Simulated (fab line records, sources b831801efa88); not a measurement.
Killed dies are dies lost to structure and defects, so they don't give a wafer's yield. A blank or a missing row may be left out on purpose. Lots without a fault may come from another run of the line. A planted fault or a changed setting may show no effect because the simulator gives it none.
Which tool did it? | flow gf180mcu | 7 lots, 21 wafers sampled, at 1 step of a route of 602

WHAT THE GAUGES READ, wafer by wafer
GF_M4_THK_MEAS_06: measures by xrf.
lot  | measured     | on            | M4_ALCU_THK (nm)
L863 | day 23 17:50 | film_metro-03 | 450 448 448
L865 | day 24 13:22 | film_metro-01 | 453 441 443
L868 | day 25 12:20 | film_metro-03 | 450 451 450
L870 | day 26 08:25 | film_metro-01 | 442 445 445
L872 | day 26 22:48 | film_metro-03 | 454 451 448
L877 | day 28 13:00 | film_metro-01 | 441 447 447
L879 | day 28 19:48 | film_metro-03 | 454 454 460

WHICH TOOL RAN EACH LOT (tool, then ch and the chambers of the sampled wafers, then the start)
The record holds no process step before these readings.

THE ANSWER, worked out from the rows above alone
Rule: what is usual is taken from the lots themselves. Put in order of their means at a reading, lots are off if they are a third of the lots or fewer, leave a main group of 4 or more, and stand apart from it by a gap of 3 or more times the standard deviation of the main group's means; of several such gaps the widest counts. A main group whose means are all the same, to the digits that the tables above print for the reading, isn't used. A lot without any number at a reading at which 4 lots or more have one is off too. The other lots that the step has rows for count as sound.
No lot is off at any reading shown: from this, nothing can be told.

WHAT THE SIMULATOR HAD PUT IN
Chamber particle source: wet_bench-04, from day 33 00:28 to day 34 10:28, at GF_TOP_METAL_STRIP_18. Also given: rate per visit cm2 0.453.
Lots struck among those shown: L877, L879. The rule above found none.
